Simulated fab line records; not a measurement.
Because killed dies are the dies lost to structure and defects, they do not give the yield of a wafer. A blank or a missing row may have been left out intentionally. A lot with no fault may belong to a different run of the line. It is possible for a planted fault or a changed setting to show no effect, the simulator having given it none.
Problem report in the 8D (eight disciplines) form, filled by code | flow sky130 | the parts of the form that need people (team, actions taken, sign-off) are left out

1. THE PROBLEM
run-length-s at SKY_FIELD_ISO_WET_ETCH_30 reads a mean of 117 s on 6 wafers of 2 lots; wafers without a fault read 78 s with a standard deviation of 3.1. Relative to the usual mean, that is a shift of +13 standard deviations.
The step: etches SiO2 in dHF, target depth 25 nm, time 50 s.
Seen first at day 5 00:41 on wet-bench-03, wafer L807.2. At this step, 18 wafers from 6 lots have a number in the record. By rule, "out" or "out of limits" means more than 4 standard deviations away from the usual mean. All remaining wafers that have a number are taken as sound.

2. WHAT THIS IS AND IS NOT
question                    | is                     | is not
which readings at this step | run-length-s           | -
which lots                  | L807, L811             | L802, L805, L814, L817
which wafers of those lots  | all that have a number | -
read on which tools         | wet-bench-03           | wet-bench-01, wet-bench-02
when                        | from day 5 00:41       | up to then (6 sound wafers); but 6 sound wafers of L814, L817 came after

3. THE SUSPECTS, EACH WITH WHAT RULES IT OUT
Counting: a tool at any process step up to the reading remains a suspect when it ran all the lots that are out and ran no sound lot after the first of those.
- wet-bench-03 at SKY_FIELD_ISO_WET_ETCH_30 (etches SiO2 in dHF, target depth 25 nm, time 50 s): kept. It ran every lot that is out, first L807 (day 5 00:41), and no sound lot after that; its last sound lot up to then is L805 (day 4 14:02). Its own run-length-s readings are out on those wafers.
Remaining after the count: wet-bench-03 at SKY_FIELD_ISO_WET_ETCH_30.

4. THE CAUSE (what the simulator had put in)
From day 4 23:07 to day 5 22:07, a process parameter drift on wet-bench-03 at SKY_FIELD_ISO_WET_ETCH_30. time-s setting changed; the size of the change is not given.
Only this tool survived the counting.

5. SEQUENCE OF EFFECTS, ordered by route
Each row: a reading where the mean over the struck wafers with a number is more than 3 standard deviations away from the usual. Only readings for which the record gives a usual standard deviation are gone through. hours: the time from each lot's start at the first step in this table that gives one to its start at this step, as a median over the lots. sigmas: the change in usual standard deviations.
hours | step                      | reading      | usual | on struck wafers | change | sigmas
0     | SKY_FIELD_ISO_WET_ETCH_30 | run-length-s | 78 s  | 117              | +39    | +13
Its process steps:
- SKY_FIELD_ISO_WET_ETCH_30: etches SiO2 in dHF, target depth 25 nm, time 50 s.
Later measuring or inspecting steps at which every struck wafer that the step has a row for has a number for every such reading, and none has moved that far: SKY_NWELL_THK_MEAS_02, SKY_DNWELL_TW_MEAS_09, SKY_PWDE_OVL_MEAS_07, SKY_PWDE_TW_MEAS_10.

6. HOW IT WOULD HAVE BEEN CAUGHT EARLIER
In this record no reading fell out of limits until day 5 00:41, 2 hours after the fault had begun at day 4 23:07.
